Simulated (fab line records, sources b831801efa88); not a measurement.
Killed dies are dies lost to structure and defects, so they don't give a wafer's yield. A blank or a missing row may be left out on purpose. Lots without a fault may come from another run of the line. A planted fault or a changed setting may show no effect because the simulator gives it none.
fab line records | flow sky130
record lots=13 wafers=38 last_day=50
route steps=708 shown SD_N@352 LI_CONTACT@363 PAD_OPEN@708
lots that met no fault: from a run of the same line without faults
start_h: hours from the record's first day to the start of the lot's first wafer shown | wait_h: hours since the lot's step before | " the same as in the row above | L1.1+2: a row that stands for several wafers | - no value, or no start given | * or withheld: withheld | < > ~ a bound
route shown NAME@n: a module of which the file shows steps, and the number in the route of the first | usual: mean/standard deviation of fault-free wafers | same: alike in all rows | chamber/n: place in a boat | sites: the reading at each site | _std_site: their standard deviation | _edge_site: outer sites' mean less inner sites' | radius_mm: how far each site lies from the wafer's centre | mask NAME#n: copy n | behind: the tool/chamber that last shaped the wafer | hold: why the lot was held/for how many hours/how that ended | device: the transistor (n, p or np) that didn't switch | end of line: the same wafers' tests at the end of the route | a step without rows: its recipe alone | killed: dies lost to structure and defects at the first sort, not the wafer's yield | map: a wafer's dies, x killed, . not, _ none there
set.NAME: the setting as run; set.NAME@STEP: as run at that earlier step | model.NAME: the simulator's own value behind a step, which no gauge read
steps of the route over a sample of lots; a table a step, a row a wafer
services: from which hour (start_h, from the record's first day; less than 0 if before it) a tool's chamber was out of use, for how many hours, and why
## steps
# step SKY_SD_N_IMPLANT_10
# recipe species=P energy_kev=20 dose_cm2=1e+14 tilt_deg=0
# usual beam_on_s=10.9/0.55 dose_ions_cm2=1.0001e+14/9.7e+10 end_station_pressure_torr=5.37e-06/2.9e-07
# columns lot.wafer tool chamber start_h wait_h beam_on_s dose_ions_cm2 end_station_pressure_torr
L620.3 implanter-04 0 666.50 0.1 11.2 9.992e+13 5.2e-06
L620.4 " 0 " " 11.2 9.992e+13 5.01e-06
L620.5 " 0 " " 11.2 1e+14 5.09e-06
L621.2 implanter-04 0 683.03 0.1 11.3 1.0008e+14 5.32e-06
L621.5 " 0 " " 11.3 1.0018e+14 5.42e-06
L621.6 " 0 " " 11.4 9.998e+13 5.67e-06
L624.1 implanter-04 0 712.00 0.1 19.8 1.7125e+14 4.97e-06
L624.3 " 0 " " 19.4 1.7135e+14 5.18e-06
L624.5 " 0 " " 19.6 1.7109e+14 5.28e-06
L626.1 implanter-04 0 713.75 0.1 20.0 1.7132e+14 4.94e-06
L626.4 " 0 " " 19.9 1.712e+14 5.37e-06
L626.6 " 0 " " 20.2 1.7127e+14 5.98e-06
L631.2 implanter-01 0 745.31 0.1 10.1 1.0005e+14 5.35e-06
L631.3 " 0 " " 10.1 1.0001e+14 5.25e-06
L631.6 " 0 " " 9.8 1.0022e+14 5.34e-06
L633.2 implanter-03 0 764.41 0.1 10.9 9.995e+13 5.84e-06
L633.3 " 0 " " 11.1 1.0012e+14 5.44e-06
L633.5 " 0 " " 11.4 9.996e+13 6.44e-06
L634.1 implanter-01 0 766.60 0.1 10.2 1.0008e+14 5.29e-06
L634.3 " 0 " " 10.1 1.0012e+14 5.88e-06
L634.6 " 0 " " 10.5 9.993e+13 5.58e-06
L635.4 implanter-04 0 771.26 0.1 11.5 1.001e+14 4.96e-06
L635.5 " 0 " " 11.5 9.997e+13 5.36e-06
L635.6 " 0 " " 11.5 1.0001e+14 5.22e-06
L636.4 implanter-04 0 781.47 0.1 11.5 9.995e+13 5.59e-06
L636.5 " 0 " " 11.4 1.0008e+14 5.36e-06
L637.3 implanter-03 0 803.43 0.1 10.9 9.993e+13 5.88e-06
L637.4 " 0 " " 10.5 9.977e+13 5.21e-06
L637.6 " 0 " " 11.3 9.996e+13 5.8e-06
L639.1 implanter-04 0 817.53 0.2 11.6 1.0002e+14 5.29e-06
L639.4 " 0 " " 11.4 9.999e+13 5.2e-06
L639.6 " 0 " " 11.3 1e+14 4.99e-06
L641.3 implanter-04 0 818.80 0.2 11.8 9.996e+13 5.59e-06
L641.4 " 0 " " 11.2 1.0002e+14 5.15e-06
L641.5 " 0 " " 11.6 9.992e+13 5.22e-06
L642.2 implanter-03 0 833.53 0.1 11.1 1.0006e+14 5.17e-06
L642.3 " 0 " " 11.1 1.0006e+14 5.67e-06
L642.5 " 0 " " 11.5 9.992e+13 5.33e-06
# step SKY_SD_N_RTA_14
# recipe temp_c=1075 time_s=2 idle_temp_c=650 ramp_up_c_per_s=150 ramp_down_c_per_s=90 ambient=N2
# usual lamp_power_pct=15.73/0.055 ramp_down_c_per_s=90.001/0.016 wafer_temp_C_max=1078.0/1.3
# columns lot.wafer tool chamber start_h wait_h lamp_power_pct ramp_down_c_per_s wafer_temp_C_max
L620.3 rtp_anneal-01 0 666.82 0.0 15.73 90.019 1080.2
L620.4 " 0 " " 15.71 90.026 1078.8
L620.5 " 0 " " 15.75 90.038 1078.8
L621.2 rtp_anneal-02 0 683.37 0.0 15.66 90.007 1076.9
L621.5 " 0 " " 15.74 89.973 1076.4
L621.6 " 0 " " 15.69 89.984 1081.5
L624.1 rtp_anneal-01 0 712.36 0.0 15.84 89.995 1075.9
L624.3 " 0 " " 15.59 89.985 1076.9
L624.5 " 0 " " 15.76 89.995 1077.8
L626.1 rtp_anneal-02 0 714.11 0.0 15.66 90.010 1079.5
L626.4 " 0 " " 15.68 90.024 1078.6
L626.6 " 0 " " 15.73 90.002 1077.7
L631.2 rtp_anneal-02 0 745.65 0.0 15.65 89.972 1077.3
L631.3 " 0 " " 15.72 89.994 1076.3
L631.6 " 0 " " 15.73 89.998 1079.3
L633.2 rtp_anneal-02 0 764.77 0.0 15.65 90.011 1077.4
L633.3 " 0 " " 15.69 90.013 1078.5
L633.5 " 0 " " 15.73 90.007 1078.9
L634.1 rtp_anneal-01 0 766.96 0.0 15.74 90.017 1080.2
L634.3 " 0 " " 15.77 90.000 1076.9
L634.6 " 0 " " 15.72 90.006 1076.7
L635.4 rtp_anneal-02 0 771.57 0.0 15.76 90.016 1077.4
L635.5 " 0 " " 15.69 90.003 1078.3
L635.6 " 0 " " 15.87 89.996 1079.3
L636.4 rtp_anneal-01 0 781.79 0.0 15.70 89.978 1077.3
L636.5 " 0 " " 15.72 89.984 1078.2
L637.3 rtp_anneal-02 0 803.76 0.0 15.78 89.992 1077.8
L637.4 " 0 " " 15.69 90.006 1080.4
L637.6 " 0 " " 15.76 89.989 1075.8
L639.1 rtp_anneal-01 0 818.04 0.0 15.76 89.994 1076.8
L639.4 " 0 " " 15.76 90.023 1077.1
L639.6 " 0 " " 15.74 90.024 1075.8
L641.3 rtp_anneal-02 0 819.24 0.0 15.74 89.983 1077.7
L641.4 " 0 " " 15.67 90.014 1077.3
L641.5 " 0 " " 15.88 90.001 1078.9
L642.2 rtp_anneal-01 0 833.87 0.0 15.78 90.012 1078.3
L642.3 " 0 " " 15.71 89.970 1079.0
L642.5 " 0 " " 15.70 89.995 1078.9
# step SKY_SD_N_RS_MEAS_16
# recipe thk_meas_gauge=four-point-probe
# usual SD_N_RS=68.52/0.13
# columns lot.wafer tool chamber start_h wait_h SD_N_RS[ohm/sq]
L620.3 film_metro-02 - 667.02 0.1 68.51
L620.4 " - " " 68.49
L620.5 " - " " 68.40
L621.2 film_metro-03 - 683.56 0.1 68.75
L621.5 " - " " 68.72
L621.6 " - " " 68.66
L624.1 film_metro-03 - 712.53 0.1 66.76
L624.3 " - " " 66.72
L624.5 " - " " 66.66
L626.1 film_metro-03 - 714.29 0.1 66.69
L626.4 " - " " 66.71
L626.6 " - " " 66.62
L631.2 film_metro-03 - 745.84 0.1 68.32
L631.3 " - " " 68.30
L631.6 " - " " 68.30
L633.2 film_metro-03 - 764.96 0.1 68.33
L633.3 " - " " 68.61
L633.5 " - " " 68.46
L634.1 film_metro-02 - 767.13 0.1 68.41
L634.3 " - " " 68.43
L634.6 " - " " 68.55
L635.4 film_metro-02 - 771.78 0.1 68.57
L635.5 " - " " 68.58
L635.6 " - " " 68.70
L636.4 film_metro-01 - 781.99 0.1 68.56
L636.5 " - " " 68.59
L637.3 film_metro-03 - 803.96 0.1 68.41
L637.4 " - " " 68.48
L637.6 " - " " 68.33
L639.1 film_metro-03 - 818.22 0.1 68.43
L639.4 " - " " 68.51
L639.6 " - " " 68.59
L641.3 film_metro-02 - 819.44 0.1 68.54
L641.4 " - " " 68.67
L641.5 " - " " 68.84
L642.2 film_metro-01 - 834.06 0.1 68.50
L642.3 " - " " 68.52
L642.5 " - " " 68.51
# step SKY_LI_CONTACT_THK_MEAS_01
# recipe reads=PSG_of_LI_CONTACT_HDPCVD_00
# usual LI_CONTACT_HDPCVD_THK=929/8.5
# columns lot.wafer tool chamber start_h wait_h LI_CONTACT_HDPCVD_THK[nm]
L620.3 film_metro-01 - 667.48 0.1 942
L620.4 " - " " 936
L620.5 " - " " 944
L621.2 film_metro-01 - 684.08 0.1 940
L621.5 " - " " 936
L621.6 " - " " 936
L624.1 film_metro-03 - 713.01 0.1 936
L624.3 " - " " 934
L624.5 " - " " 932
L626.1 film_metro-02 - 714.76 0.1 934
L626.4 " - " " 929
L626.6 " - " " 934
L631.2 film_metro-01 - 746.31 0.1 922
L631.3 " - " " 917
L631.6 " - " " 920
L633.2 film_metro-02 - 765.43 0.1 943
L633.3 " - " " 944
L633.5 " - " " 949
L634.1 film_metro-03 - 767.61 0.1 921
L634.3 " - " " 935
L634.6 " - " " 934
L635.4 film_metro-03 - 772.23 0.0 915
L635.5 " - " " 934
L635.6 " - " " 931
L636.4 film_metro-03 - 782.44 0.0 924
L636.5 " - " " 923
L637.3 film_metro-02 - 804.42 0.1 925
L637.4 " - " " 914
L637.6 " - " " 915
L639.1 film_metro-03 - 818.70 0.1 927
L639.4 " - " " 930
L639.6 " - " " 915
L641.3 film_metro-02 - 819.90 0.1 915
L641.4 " - " " 913
L641.5 " - " " 928
L642.2 film_metro-02 - 834.53 0.1 930
L642.3 " - " " 929
L642.5 " - " " 933
# step SKY_LI_CONTACT_CD_MEAS_12
# recipe target_cd_nm=170
# usual cd_nm=169.6/1.5
# columns lot.wafer tool chamber start_h wait_h cd_nm
L620.3 cd_sem-02 - 696.59 - 167.6
L620.4 " - " " 168.0
L620.5 " - " " 167.3
L621.2 cd_sem-01 - 711.95 - 166.9
L621.5 " - " " 167.6
L621.6 " - " " 166.6
L624.1 cd_sem-01 - 740.53 - 169.0
L624.3 " - " " 171.4
L624.5 " - " " 170.9
L626.1 cd_sem-02 - 742.85 - 169.0
L626.4 " - " " 169.1
L626.6 " - " " 169.3
L631.2 cd_sem-02 - 772.96 - 169.2
L631.3 " - " " 167.7
L631.6 " - " " 167.3
L633.2 cd_sem-02 - 792.55 - 170.4
L633.3 " - " " 169.2
L633.5 " - " " 170.3
L634.1 cd_sem-01 - 794.03 - 169.4
L634.3 " - " " 169.1
L634.6 " - " " 167.9
L635.4 cd_sem-02 - 798.64 - 171.6
L635.5 " - " " 171.0
L635.6 " - " " 169.8
L636.4 cd_sem-01 - 809.30 - 168.4
L636.5 " - " " 169.6
L637.3 cd_sem-01 - 831.12 - 169.7
L637.4 " - " " 168.1
L637.6 " - " " 167.5
L639.1 cd_sem-02 - 845.03 - 169.0
L639.4 " - " " 169.6
L639.6 " - " " 169.5
L641.3 cd_sem-01 - 846.63 - 171.0
L641.4 " - " " 169.9
L641.5 " - " " 170.4
L642.2 cd_sem-02 - 861.10 - 170.2
L642.3 " - " " 169.6
L642.5 " - " " 169.4
# step SKY_PAD_OPEN_PROBE_99
# usual killed_at_M0_to_M3=43/7.4 killed_at_M4_up=3.1/1.8 killed_at_contacts=26/5.6 killed_at_front_end=15/4.9 killed_at_other=0.2/0.44 killed_dies=87/10 killed_open=48/7.6 killed_short=39/6.2
# same gross_dies=492 killed_at_back_side=0
# columns lot.wafer tool chamber start_h wait_h killed_at_M0_to_M3 killed_at_M4_up killed_at_contacts killed_at_front_end killed_at_other killed_dies killed_open killed_short
L621.2 prober-02 - 1100.10 0.1 44 2 33 23 0 102 60 42
L621.5 prober-02 - 1100.25 0.2 41 2 36 9 0 88 51 37
L621.6 prober-02 - 1100.30 0.2 34 5 30 14 1 84 50 34
L631.2 prober-01 - 1145.00 0.1 47 2 18 17 0 84 46 38
L631.3 prober-01 - 1145.05 0.2 34 1 22 7 0 64 38 26
L631.6 prober-01 - 1145.20 0.2 39 6 21 11 0 77 46 30
L633.2 prober-01 - 1159.05 0.1 44 6 24 15 0 89 41 48
L633.3 prober-01 - 1159.10 0.2 44 2 25 20 0 91 48 43
L633.5 prober-01 - 1159.20 0.2 39 3 26 13 0 81 47 34
L634.1 prober-02 - 1160.97 0.1 44 1 22 17 0 84 41 43
L634.3 prober-02 - 1161.07 0.2 48 3 29 18 1 99 55 43
L634.6 prober-02 - 1161.22 0.2 38 5 32 12 1 88 49 39
L637.3 prober-01 - 1184.20 0.2 31 1 22 27 0 81 41 39
L637.4 prober-01 - 1184.25 0.2 37 3 35 14 0 89 57 30
L637.6 prober-01 - 1184.35 0.2 49 2 25 20 0 96 59 36
L639.1 prober-02 - 1192.69 0.1 33 4 25 25 0 87 47 40
L639.4 prober-02 - 1192.84 0.2 48 8 27 12 0 95 47 47
L639.6 prober-02 - 1192.94 0.2 52 7 21 11 0 91 52 39
# killed by level:class
L621.2 VIA2:geometric_particle:open=10 VIA3:geometric_particle:open=10 FIELD_ISO:geometric_particle:short=9 LI_CONTACT:geometric_particle:open=9 CONTACT:geometric_particle:open=8 VIA1:geometric_particle:open=8 LOCAL_INTERCONNECT:geometric_particle:short=7 FIELD_ISO:geometric_particle:open=6
L621.5 CONTACT:geometric_particle:open=12 VIA1:geometric_particle:open=9 LI_CONTACT:geometric_particle:open=8 VIA3:geometric_particle:open=7 VIA2:geometric_particle:open=7 LOCAL_INTERCONNECT:geometric_particle:short=6 LI_CONTACT:geometric_particle:short=5 METAL2:geometric_particle:short=5
L621.6 CONTACT:geometric_particle:open=13 VIA3:geometric_particle:open=11 LOCAL_INTERCONNECT:geometric_particle:short=6 FIELD_ISO:geometric_particle:open=5 VIA1:geometric_particle:open=5 CONTACT:geometric_particle:short=5 VIA3:geometric_particle:short=5 LI_CONTACT:geometric_particle:open=4
L631.2 VIA1:geometric_particle:open=10 CONTACT:geometric_particle:open=9 FIELD_ISO:geometric_particle:short=6 LI_CONTACT:geometric_particle:open=6 METAL1:geometric_particle:short=6 VIA2:geometric_particle:short=5 VIA2:geometric_particle:open=5 FIELD_ISO:geometric_particle:open=4
L631.3 CONTACT:geometric_particle:open=9 VIA1:geometric_particle:open=9 METAL1:geometric_particle:short=7 CONTACT:geometric_particle:short=6 VIA2:geometric_particle:open=5 VIA3:geometric_particle:open=5 LOCAL_INTERCONNECT:geometric_particle:short=4 VIA1:geometric_particle:short=3
L631.6 VIA2:geometric_particle:open=8 LI_CONTACT:geometric_particle:open=7 VIA1:geometric_particle:open=6 METAL1:geometric_particle:short=6 CONTACT:geometric_particle:open=5 FIELD_ISO:geometric_particle:open=4 LI_CONTACT:geometric_particle:short=4 METAL2:geometric_particle:short=4
L633.2 CONTACT:geometric_particle:open=10 METAL2:geometric_particle:short=9 VIA1:geometric_particle:open=7 VIA2:geometric_particle:open=7 VIA3:geometric_particle:short=5 LI_CONTACT:geometric_particle:open=5 VIA3:geometric_particle:open=5 METAL4:geometric_particle:short=5
L633.3 VIA3:geometric_particle:open=11 FIELD_ISO:geometric_particle:open=7 CONTACT:geometric_particle:open=7 VIA1:geometric_particle:open=7 FIELD_ISO:geometric_particle:short=6 LOCAL_INTERCONNECT:geometric_particle:short=6 METAL2:geometric_particle:short=6 LI_CONTACT:geometric_particle:short=5
L633.5 CONTACT:geometric_particle:open=13 VIA2:geometric_particle:open=8 VIA1:geometric_particle:open=6 LI_CONTACT:geometric_particle:open=5 CONTACT:geometric_particle:short=5 METAL2:geometric_particle:short=5 VIA3:geometric_particle:short=4 FIELD_ISO:geometric_particle:short=3
L634.1 VIA1:geometric_particle:open=14 LI_CONTACT:geometric_particle:open=8 METAL2:geometric_particle:short=8 CONTACT:geometric_particle:short=6 METAL1:geometric_particle:short=5 FIELD_ISO:geometric_particle:short=4 POLY_GATE:geometric_particle:open=4 POLY_GATE:geometric_particle:short=4
L634.3 VIA1:geometric_particle:open=18 CONTACT:geometric_particle:open=11 CONTACT:geometric_particle:short=6 VIA1:geometric_particle:short=6 FIELD_ISO:geometric_particle:short=5 LI_CONTACT:geometric_particle:open=5 LOCAL_INTERCONNECT:geometric_particle:short=5 METAL1:geometric_particle:short=5
L634.6 VIA1:geometric_particle:open=15 CONTACT:geometric_particle:open=13 CONTACT:geometric_particle:short=11 LI_CONTACT:geometric_particle:open=5 VIA1:geometric_particle:short=5 FIELD_ISO:geometric_particle:open=4 METAL4:geometric_particle:short=4 POLY_GATE:geometric_particle:open=3
L637.3 POLY_GATE:geometric_particle:open=10 LI_CONTACT:geometric_particle:open=7 CONTACT:geometric_particle:open=7 METAL2:geometric_particle:short=7 VIA1:geometric_particle:short=5 VIA1:geometric_particle:open=5 FIELD_ISO:geometric_particle:open=4 POLY_GATE:geometric_particle:short=4
L637.4 CONTACT:geometric_particle:open=16 LI_CONTACT:geometric_particle:open=11 VIA1:geometric_particle:open=11 VIA3:geometric_particle:open=7 METAL2:geometric_particle:short=6 VIA1:geometric_particle:short=5 CONTACT:geometric_particle:short=4 FIELD_ISO:geometric_particle:short=3
L637.6 CONTACT:geometric_particle:open=14 VIA1:geometric_particle:open=14 METAL1:geometric_particle:short=7 VIA2:geometric_particle:open=7 FIELD_ISO:geometric_particle:short=5 FIELD_ISO:geometric_particle:open=5 POLY_GATE:geometric_particle:open=5 METAL1:geometric_particle:open=4
L639.1 CONTACT:geometric_particle:open=10 POLY_GATE:geometric_particle:short=9 VIA1:geometric_particle:open=9 VIA2:geometric_particle:open=7 POLY_GATE:geometric_particle:open=5 LI_CONTACT:geometric_particle:open=5 LOCAL_INTERCONNECT:geometric_particle:short=5 METAL1:geometric_particle:short=5
L639.4 VIA1:geometric_particle:open=10 LI_CONTACT:geometric_particle:open=9 METAL2:geometric_particle:short=7 VIA3:geometric_particle:open=7 LOCAL_INTERCONNECT:geometric_particle:short=6 CONTACT:geometric_particle:open=6 VIA2:geometric_particle:open=6 LI_CONTACT:geometric_particle:short=5
L639.6 VIA1:geometric_particle:open=16 CONTACT:geometric_particle:open=9 METAL2:geometric_particle:short=6 VIA2:geometric_particle:open=6 LI_CONTACT:geometric_particle:open=5 VIA2:geometric_particle:short=5 METAL3:geometric_particle:short=4 LI_CONTACT:geometric_particle:short=4
## services
# columns tool chamber start_h hours kind
implanter-01 - 668.16 2.5 repair
implanter-03 - 680.61 4.1 pm
implanter-04 - 697.67 2.7 repair
implanter-04 - 718.24 0.8 repair
implanter-03 - 741.02 10.5 repair
implanter-03 - 751.49 3.4 pm
implanter-04 - 792.39 1.4 repair
## key
first_sign step=SKY_SD_N_IMPLANT_10 reading=dose_ions_cm2 direction=up sigmas=99+ usual=* struck=*
effect step=SKY_SD_N_IMPLANT_10 reading=beam_on_s direction=up sigmas=16 usual=10.9 struck=19.8
effect step=SKY_SD_N_RS_MEAS_16 reading=SD_N_RS direction=down sigmas=14 usual=68.52 struck=66.69
met_at SKY_SD_N_IMPLANT_10
struck_lots L624,L626
tester_left_out L624,L626
not_acting_at SKY_SD_N_RTA_14,SKY_LI_CONTACT_THK_MEAS_01,SKY_LI_CONTACT_CD_MEAS_12
onset_between 683.03 712.00
fault kind=process_parameter_drift tool=implanter-04 chamber=- onset_h=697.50 steps=SKY_SD_N_IMPLANT_10 channel=dose_cm2 offset=* shape=step end_h=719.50 acts_in=* stated=*
# tester_left_out: of these lots the tester's yield and bins aren't shown, on N5 and GAA mostly nor the transistor test; their killed dies are dies lost to structure and defects alone, not to doping, threshold or leakage, so they don't give the yield
